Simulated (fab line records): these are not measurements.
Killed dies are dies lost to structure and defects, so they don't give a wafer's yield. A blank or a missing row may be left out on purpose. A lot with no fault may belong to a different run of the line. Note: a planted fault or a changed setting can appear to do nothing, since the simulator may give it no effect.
What tool caused it? -- flow gf180mcu -- Sampling: 12 lots, 35 wafers, 3 of 602 route steps

## WHAT THE GAUGES READ, wafer by wafer
GF_V4_THK_MEAS_03. Usual: V4_CVD_02_THK gives 844 nm (standard deviation 11).
lot,measured,on,V4_CVD_02_THK (nm),flag
L122,day 23 03:14,film metro-02,843 844 850,
L124,day 24 01:13,film metro-03,836 836 852,
L125,day 24 17:39,film metro-02,838 836 842,
L127,day 25 12:52,film metro-03,845 846 846,
L126,day 25 14:19,film metro-04,838 839 858,
L128,day 26 19:44,film metro-02,851 845 860,
L130,day 27 00:01,film metro-02,847 841 866,
L131,day 27 07:56,film metro-02,824 825 819,
L132,day 27 08:55,film metro-03,842 852 846,
L136,day 28 17:58,film metro-02,840 845 843,
L140,day 29 10:55,film metro-04,696 838,OFF
L145,day 30 23:13,film metro-03,830 826 831,

## WHAT TOOL EACH LOT RAN ON (gives the tool, then ch and the chambers of the sampled wafers, and finally the start)
lot,GF_V3_SPUTTER_21,GF_V4_CVD_02
L122,"pvd sputter-02, day 22 02:12","pecvd-02 ch 0,1,2, day 23 03:09"
L124,"pvd sputter-01, day 23 00:29","pecvd-02 ch 0,1,2, day 24 01:09"
L125,"pvd sputter-03, day 23 17:42","pecvd-02 ch 0,1, day 24 17:35"
L127,"pvd sputter-02, day 24 13:01","pecvd-02 ch 0,1,2, day 25 12:48"
L126,"pvd sputter-02, day 24 15:13","pecvd-03 ch 0,1, day 25 14:14"
L128,"pvd sputter-03, day 25 20:41","pecvd-03 ch 1,2, day 26 19:40"
L130,"pvd sputter-03, day 26 01:16","pecvd-04 ch 0,1, day 26 23:56"
L131,"pvd sputter-02, day 26 08:56","pecvd-03 ch 0,1,2, day 27 07:52"
L132,"pvd sputter-01, day 26 10:29","pecvd-02 ch 1,2, day 27 08:50"
L136,"pvd sputter-03, day 27 20:23","pecvd-03 ch 0,1,2, day 28 17:53"
L140,"pvd sputter-01, day 28 13:35","pecvd-02 ch 1,2, day 29 10:50"
L145,"pvd sputter-01, day 30 03:18","pecvd-04 ch 0,1, day 30 23:08"
- GF_V3_SPUTTER_21: material Ti, target thk 15 nm, time 80.02 s.
- GF_V4_CVD_02: deposits SiO2 from TEOS, target thk 850 nm, time 94.851 s.

## WHAT THE TOOLS THEMSELVES READ (means of the sampled wafers that have a number; where no wafer has one, the mark that the record gives instead)
GF_V3_SPUTTER_21. Usual: throttle valve pct 29.8 %, standard deviation 1.3.
lot,tool,throttle valve pct (%),flag
L122,pvd sputter-02,31.0,
L124,pvd sputter-01,28.6,
L125,pvd sputter-03,29.9,
L127,pvd sputter-02,31.4,
L126,pvd sputter-02,31.4,
L128,pvd sputter-03,30.5,
L130,pvd sputter-03,31.0,
L131,pvd sputter-02,30.5,
L132,pvd sputter-01,29.5,
L136,pvd sputter-03,30.4,
L140,pvd sputter-01,28.6,
L145,pvd sputter-01,29.0,

GF_V4_CVD_02. Usual: heater power w 667 W, standard deviation 96.
lot,tool,heater power w (W),flag
L122,pecvd-02,700,
L124,pecvd-02,688,
L125,pecvd-02,711,
L127,pecvd-02,751,
L126,pecvd-03,579,
L128,pecvd-03,658,
L130,pecvd-04,604,
L131,pecvd-03,629,
L132,pecvd-02,744,
L136,pecvd-03,666,
L140,pecvd-02,727,
L145,pecvd-04,634,

## THE ANSWER, worked out from the rows above alone
Rule: take the mean of a lot's wafers that have a number; if it is more than 3 standard deviations from the usual mean, the lot is off. Also off: a lot with no number at a reading for which 4 or more lots have one. Where the step has rows for the other lots, those lots are counted as sound. The gauges are gone through in route order, then the tools' own readings, and for those a lot's mean is taken as printed above. The first step at which some lot is off is used, and at that step the reading that is off furthest; a lot without a number counts as furthest.
Off: at GF_V4_THK_MEAS_03 (V4_CVD_02_THK), L140.
If a tool, at a process step before that reading, ran all the lots that are off and no sound lot after the first of them, it fits. Gauges at GF_V4_THK_MEAS_03: tried the same way as those tools. Can't be told from this: 2 tools fit, pecvd-02 at GF_V4_CVD_02, film metro-04 at GF_V4_THK_MEAS_03.

## WHAT THE SIMULATOR PUT IN
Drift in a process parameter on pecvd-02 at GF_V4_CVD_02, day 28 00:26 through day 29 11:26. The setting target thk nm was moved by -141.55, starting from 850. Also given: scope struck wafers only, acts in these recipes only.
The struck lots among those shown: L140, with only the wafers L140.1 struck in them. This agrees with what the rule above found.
